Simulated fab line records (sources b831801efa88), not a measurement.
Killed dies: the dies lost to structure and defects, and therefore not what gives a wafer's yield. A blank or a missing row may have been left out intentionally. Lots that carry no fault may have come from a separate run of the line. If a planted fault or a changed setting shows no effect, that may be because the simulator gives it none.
Which tool did it?	flow sky130	24 lots, 72 wafers sampled, at 6 steps of a route of 708

== WHAT THE GAUGES READ, wafer by wafer ==
No reading from a measuring or inspecting step in the record can be judged against a usual standard deviation.

== WHICH TOOL RAN EACH LOT (tool, then ch and the chambers of the sampled wafers, then the start) ==
lot	SKY_VIA1_STRIP_16	SKY_VIA3_ETCH_14	SKY_VIA3_ETCH_15	SKY_METAL4_SPUTTER_02	SKY_METAL4_SPUTTER_04	SKY_METAL4_DESCUM_15
L074	plasmaAsher-03 ch 0,1, day 33 17:46	rieDiel-04 ch 1,2,3, day 39 10:02	rieDiel-04 ch 1,2,3, day 39 10:05	pvdSputter-03, day 39 12:53	pvdSputter-03, day 39 12:57	rieMetal-01 ch 0, day 41 14:11
L075	plasmaAsher-02 ch 0,1, day 34 07:16	rieDiel-01 ch 0,1,2, day 39 23:02	rieDiel-01 ch 0,1,2, day 39 23:05	pvdSputter-03, day 40 00:28	pvdSputter-03, day 40 00:31	rieMetal-03 ch 0,1, day 42 01:30
L076	plasmaAsher-01 ch 0,1, day 34 10:47	rieDiel-04 ch 0,1,3, day 40 05:31	rieDiel-04 ch 0,1,3, day 40 05:34	pvdSputter-03, day 40 06:56	pvdSputter-03, day 40 06:59	rieMetal-01 ch 0, day 42 08:11
L077	plasmaAsher-02 ch 0,1, day 35 01:32	rieDiel-04 ch 0,1,2, day 40 16:40	rieDiel-04 ch 0,1,2, day 40 16:43	pvdSputter-03, day 40 18:05	pvdSputter-03, day 40 18:08	rieMetal-02 ch 0, day 42 18:31
L078	plasmaAsher-02 ch 0, day 35 07:16	rieDiel-01 ch 0,2,3, day 40 22:35	rieDiel-01 ch 0,2,3, day 40 22:38	pvdSputter-02, day 41 00:06	pvdSputter-02, day 41 00:10	rieMetal-01 ch 0, day 43 01:17
L080	plasmaAsher-02 ch 0,1, day 35 21:51	rieDiel-04 ch 0,3, day 41 09:43	rieDiel-04 ch 0,3, day 41 09:46	pvdSputter-03, day 41 11:16	pvdSputter-03, day 41 11:19	rieMetal-02 ch 0,1, day 43 11:46
L079	plasmaAsher-03 ch 0,1, day 36 08:12	rieDiel-04 ch 0,2,3, day 41 20:20	rieDiel-04 ch 0,2,3, day 41 20:23	pvdSputter-03, day 41 21:47	pvdSputter-03, day 41 21:50	rieMetal-01 ch 0,1, day 43 20:28
L081	plasmaAsher-01 ch 0,1, day 36 12:55	rieDiel-01 ch 0,1, day 42 01:43	rieDiel-01 ch 0,1, day 42 01:46	pvdSputter-02, day 42 03:18	pvdSputter-02, day 42 03:21	rieMetal-03 ch 0,1, day 44 02:25
L082	plasmaAsher-03 ch 0,1, day 36 18:40	rieDiel-04 ch 1,2, day 42 08:32	rieDiel-04 ch 1,2, day 42 08:35	pvdSputter-01, day 42 10:05	pvdSputter-01, day 42 10:09	rieMetal-01 ch 0, day 44 09:25
L083	plasmaAsher-03 ch 0,1, day 37 02:32	rieDiel-04 ch 0,1,2, day 42 12:23	rieDiel-04 ch 0,1,2, day 42 12:26	pvdSputter-02, day 42 13:49	pvdSputter-02, day 42 13:52	rieMetal-02 ch 0,1, day 44 12:11
L084	plasmaAsher-03 ch 0,1, day 37 09:07	rieDiel-03 ch 0,1, day 42 18:22	rieDiel-03 ch 0,1, day 42 18:25	pvdSputter-01, day 42 19:49	pvdSputter-01, day 42 19:52	rieMetal-02 ch 0,1, day 44 18:16
L085	plasmaAsher-01 ch 0,1, day 37 13:59	rieDiel-04 ch 0,1,2, day 42 23:58	rieDiel-04 ch 0,1,2, day 43 00:01	pvdSputter-02, day 43 01:23	pvdSputter-02, day 43 01:26	rieMetal-03 ch 0,1, day 44 23:16
L086	plasmaAsher-03 ch 0,1, day 37 21:25	rieDiel-01 ch 0,1,3, day 43 08:12	rieDiel-01 ch 0,1,3, day 43 08:14	pvdSputter-01, day 43 09:38	pvdSputter-01, day 43 09:42	rieMetal-01 ch 1, day 45 06:33
L087	plasmaAsher-02 ch 0, day 38 02:46	rieDiel-04 ch 1,3, day 43 11:25	rieDiel-04 ch 1,3, day 43 11:28	pvdSputter-03, day 43 12:52	pvdSputter-03, day 43 12:55	rieMetal-02 ch 0,1, day 45 09:31
L088	plasmaAsher-03 ch 0,1, day 38 15:04	rieDiel-03 ch 1,2,3, day 43 21:25	rieDiel-03 ch 1,2,3, day 43 21:28	pvdSputter-01, day 43 22:50	pvdSputter-01, day 43 22:53	rieMetal-02 ch 0,1, day 45 19:40
L089	plasmaAsher-01 ch 0,1, day 38 22:02	rieDiel-01 ch 0,1,2, day 44 04:52	rieDiel-01 ch 0,1,2, day 44 04:55	pvdSputter-03, day 44 06:17	pvdSputter-03, day 44 06:20	rieMetal-01 ch 1, day 46 02:31
L090	plasmaAsher-01 ch 0,1, day 39 01:22	rieDiel-03 ch 1,2, day 44 09:45	rieDiel-03 ch 1,2, day 44 09:47	pvdSputter-01, day 44 11:13	pvdSputter-01, day 44 11:17	rieMetal-03 ch 0,1, day 46 06:25
L091	plasmaAsher-02 ch 0, day 39 10:35	rieDiel-01 ch 0,1,2, day 44 16:37	rieDiel-01 ch 0,1,2, day 44 16:40	pvdSputter-02, day 44 18:40	pvdSputter-02, day 44 18:43	rieMetal-01 ch 0,1, day 46 13:19
L092	plasmaAsher-03 ch 0,1, day 39 19:16	rieDiel-03 ch 1,2, day 44 23:48	rieDiel-03 ch 1,2, day 44 23:50	pvdSputter-01, day 45 01:15	pvdSputter-01, day 45 01:19	rieMetal-01 ch 0,1, day 46 20:10
L093	plasmaAsher-01 ch 0,1, day 39 23:46	rieDiel-03 ch 0,2,3, day 45 02:49	rieDiel-03 ch 0,2,3, day 45 02:52	pvdSputter-02, day 45 04:44	pvdSputter-02, day 45 04:47	rieMetal-01 ch 0,1, day 46 23:25
L094	plasmaAsher-02 ch 0,1, day 40 14:01	rieDiel-01 ch 2,3, day 45 16:55	rieDiel-01 ch 2,3, day 45 16:58	pvdSputter-03, day 45 18:19	pvdSputter-03, day 45 18:23	rieMetal-02 ch 0,1, day 47 11:40
L095	plasmaAsher-02 ch 0,1, day 40 16:07	rieDiel-01 ch 0,1,2, day 45 17:51	rieDiel-01 ch 0,1,2, day 45 17:53	pvdSputter-02, day 45 19:15	pvdSputter-02, day 45 19:19	rieMetal-01 ch 0, day 47 12:22
L096	plasmaAsher-03 ch 0,1, day 40 17:43	rieDiel-03 ch 0,1,3, day 45 19:19	rieDiel-03 ch 0,1,3, day 45 19:22	pvdSputter-02, day 45 20:43	pvdSputter-02, day 45 20:47	rieMetal-02 ch 0,1, day 47 14:43
L097	plasmaAsher-03 ch 0,1, day 40 22:37	rieDiel-04 ch 0,1,3, day 45 23:30	rieDiel-04 ch 0,1,3, day 45 23:32	pvdSputter-01, day 46 01:05	pvdSputter-01, day 46 01:09	rieMetal-01 ch 0,1, day 47 18:19
- SKY_VIA1_STRIP_16: strips in O2/N2.
- SKY_VIA3_ETCH_14: etches BARC in N2/H2, stops on SiO2, time 45.9 s, target depth 60 nm.
- SKY_VIA3_ETCH_15: etches SiO2 in C4F8/O2/Ar, stops on TiN, target depth 507 nm, time 78 s.
- SKY_METAL4_SPUTTER_02: material AlCu, target thk 735 nm, time 39.1 s.
- SKY_METAL4_SPUTTER_04: material TiN, target thk 70 nm, time 58.3 s.
- SKY_METAL4_DESCUM_15: chemistry O2, time 8 s.

== AS READ BY THE TOOLS THEMSELVES (means over the sampled wafers that have a number; for cases with no such wafer, the mark the record gives instead) ==
SKY_VIA1_STRIP_16. Usual: drypumpMotorCurrentA 5.8 A, standard deviation 0.54; oesProductAu 0.416 a.u., standard deviation 0.0045; stripTimeToEndpointS 4.461 s, standard deviation 0.026.
lot	tool	drypumpMotorCurrentA (A)	oesProductAu (a.u.)	stripTimeToEndpointS (s)	flag
L074	plasmaAsher-03	6.0	0.416	4.475	
L075	plasmaAsher-02	6.0	0.413	4.428	
L076	plasmaAsher-01	4.9	0.416	4.465	
L077	plasmaAsher-02	6.2	0.417	4.453	
L078	plasmaAsher-02	5.8	0.418	4.477	
L080	plasmaAsher-02	6.2	0.415	4.460	
L079	plasmaAsher-03	6.0	0.413	4.452	
L081	plasmaAsher-01	5.0	0.413	4.469	
L082	plasmaAsher-03	6.0	0.414	4.449	
L083	plasmaAsher-03	6.0	0.418	4.493	
L084	plasmaAsher-03	6.0	0.411	4.484	
L085	plasmaAsher-01	5.0	0.415	4.494	
L086	plasmaAsher-03	6.0	0.414	4.466	
L087	plasmaAsher-02	5.8	0.416	4.448	
L088	plasmaAsher-03	6.0	0.413	4.466	
L089	plasmaAsher-01	4.9	0.416	4.443	
L090	plasmaAsher-01	4.9	0.416	4.429	
L091	plasmaAsher-02	5.8	0.414	4.438	
L092	plasmaAsher-03	6.0	0.420	4.448	
L093	plasmaAsher-01	4.9	0.416	4.449	
L094	plasmaAsher-02	6.0	0.416	4.488	
L095	plasmaAsher-02	6.0	0.416	4.466	
L096	plasmaAsher-03	6.0	0.416	4.466	
L097	plasmaAsher-03	6.0	0.417	4.451	

SKY_VIA3_ETCH_14. Usual: drypumpMotorCurrentA 5.6 A, standard deviation 0.49; oesProductAu 0.854 a.u., standard deviation 0.0048; throttleValvePct 13.224 %, standard deviation 0.0094.
lot	tool	drypumpMotorCurrentA (A)	oesProductAu (a.u.)	throttleValvePct (%)	flag
L074	rieDiel-04	5.6	0.857	13.228	
L075	rieDiel-01	5.9	0.858	13.221	
L076	rieDiel-04	5.5	0.855	13.229	
L077	rieDiel-04	5.5	0.852	13.229	
L078	rieDiel-01	5.7	0.852	13.221	
L080	rieDiel-04	5.4	0.855	13.234	
L079	rieDiel-04	5.2	0.851	13.231	
L081	rieDiel-01	6.2	0.849	13.220	
L082	rieDiel-04	5.9	0.850	13.228	
L083	rieDiel-04	5.5	0.853	13.219	
L084	rieDiel-03	5.3	0.857	13.217	
L085	rieDiel-04	5.5	0.851	13.229	
L086	rieDiel-01	6.0	0.852	13.223	
L087	rieDiel-04	5.7	0.858	13.224	
L088	rieDiel-03	5.4	0.856	13.216	
L089	rieDiel-01	5.9	0.859	13.214	
L090	rieDiel-03	5.7	0.853	13.230	
L091	rieDiel-01	5.9	0.856	13.242	
L092	rieDiel-03	5.7	0.857	13.221	
L093	rieDiel-03	5.9	0.856	13.230	
L094	rieDiel-01	5.6	0.854	13.222	
L095	rieDiel-01	5.8	0.853	13.225	
L096	rieDiel-03	5.4	0.850	13.221	
L097	rieDiel-04	5.6	0.851	13.224	

SKY_VIA3_ETCH_15. Usual: 0.937 a.u. for oesProductAu, sd 0.0047.
lot	tool	oesProductAu (a.u.)	flag
L074	rieDiel-04	0.938	
L075	rieDiel-01	0.936	
L076	rieDiel-04	0.940	
L077	rieDiel-04	0.937	
L078	rieDiel-01	0.935	
L080	rieDiel-04	0.931	
L079	rieDiel-04	0.939	
L081	rieDiel-01	0.936	
L082	rieDiel-04	0.938	
L083	rieDiel-04	0.940	
L084	rieDiel-03	0.940	
L085	rieDiel-04	0.937	
L086	rieDiel-01	0.940	
L087	rieDiel-04	0.933	
L088	rieDiel-03	0.939	
L089	rieDiel-01	0.938	
L090	rieDiel-03	0.941	
L091	rieDiel-01	0.938	
L092	rieDiel-03	0.937	
L093	rieDiel-03	0.934	
L094	rieDiel-01	0.935	
L095	rieDiel-01	0.937	
L096	rieDiel-03	0.937	
L097	rieDiel-04	0.936	

SKY_METAL4_SPUTTER_02. Usual: 30.0 % for throttleValvePct, sd 0.87.
lot	tool	throttleValvePct (%)	flag
L074	pvdSputter-03	30.0	
L075	pvdSputter-03	30.1	
L076	pvdSputter-03	30.4	
L077	pvdSputter-03	30.6	
L078	pvdSputter-02	29.6	
L080	pvdSputter-03	30.7	
L079	pvdSputter-03	30.6	
L081	pvdSputter-02	29.6	
L082	pvdSputter-01	29.0	
L083	pvdSputter-02	30.3	
L084	pvdSputter-01	29.6	
L085	pvdSputter-02	29.5	
L086	pvdSputter-01	29.8	
L087	pvdSputter-03	30.5	
L088	pvdSputter-01	29.3	
L089	pvdSputter-03	31.0	
L090	pvdSputter-01	29.9	
L091	pvdSputter-02	29.6	
L092	pvdSputter-01	29.8	
L093	pvdSputter-02	29.6	
L094	pvdSputter-03	29.9	
L095	pvdSputter-02	29.6	
L096	pvdSputter-02	29.7	
L097	pvdSputter-01	29.6	

SKY_METAL4_SPUTTER_04. Usual: 30.0 % for throttleValvePct, sd 0.85.
lot	tool	throttleValvePct (%)	flag
L074	pvdSputter-03	30.2	
L075	pvdSputter-03	30.1	
L076	pvdSputter-03	30.4	
L077	pvdSputter-03	30.7	
L078	pvdSputter-02	29.6	
L080	pvdSputter-03	30.6	
L079	pvdSputter-03	30.8	
L081	pvdSputter-02	29.8	
L082	pvdSputter-01	28.9	
L083	pvdSputter-02	29.8	
L084	pvdSputter-01	29.8	
L085	pvdSputter-02	29.4	
L086	pvdSputter-01	30.0	
L087	pvdSputter-03	30.5	
L088	pvdSputter-01	29.2	
L089	pvdSputter-03	30.9	
L090	pvdSputter-01	29.7	
L091	pvdSputter-02	29.8	
L092	pvdSputter-01	29.7	
L093	pvdSputter-02	29.7	
L094	pvdSputter-03	30.2	
L095	pvdSputter-02	29.7	
L096	pvdSputter-02	29.8	
L097	pvdSputter-01	29.5	

SKY_METAL4_DESCUM_15. Usual: drypumpMotorCurrentA 5.38 A, standard deviation 0.22; oesProductAu 1.003 a.u., standard deviation 0.0093.
lot	tool	drypumpMotorCurrentA (A)	oesProductAu (a.u.)	flag
L074	rieMetal-01	5.12	0.998	
L075	rieMetal-03	5.59	1.007	
L076	rieMetal-01	5.12	1.007	
L077	rieMetal-02	5.70	1.004	
L078	rieMetal-01	5.12	1.005	
L080	rieMetal-02	5.60	0.996	
L079	rieMetal-01	5.16	1.007	
L081	rieMetal-03	5.62	0.995	
L082	rieMetal-01	5.11	1.004	
L083	rieMetal-02	5.60	0.998	
L084	rieMetal-02	5.59	0.996	
L085	rieMetal-03	5.61	0.992	
L086	rieMetal-01	5.25	1.017	
L087	rieMetal-02	5.62	0.996	
L088	rieMetal-02	5.61	0.997	
L089	rieMetal-01	5.24	1.019	
L090	rieMetal-03	5.60	1.004	
L091	rieMetal-01	5.17	1.006	
L092	rieMetal-01	5.17	1.006	
L093	rieMetal-01	5.20	1.006	
L094	rieMetal-02	5.52	1.002	
L095	rieMetal-01	5.12	0.997	
L096	rieMetal-02	5.62	1.003	
L097	rieMetal-01	5.20	1.011	

== THE ANSWER, worked out from the rows above alone ==
Rule: a lot counts as off when the mean over its wafers that have a number is more than 3 standard deviations away from the usual mean. A lot without any number at a reading at which 4 lots or more have one is off too. Any other lot the step has rows for is counted as sound. Order of review: gauges by route order, followed by the tools' own readings, for which a lot's mean as printed above is used. At the first step where some lot is off, the reading lying furthest off is the one used; lots without a number count as furthest.
Nothing can be told from this: no lot is off at any reading shown.

== WHAT WAS PUT IN BY THE SIMULATOR ==
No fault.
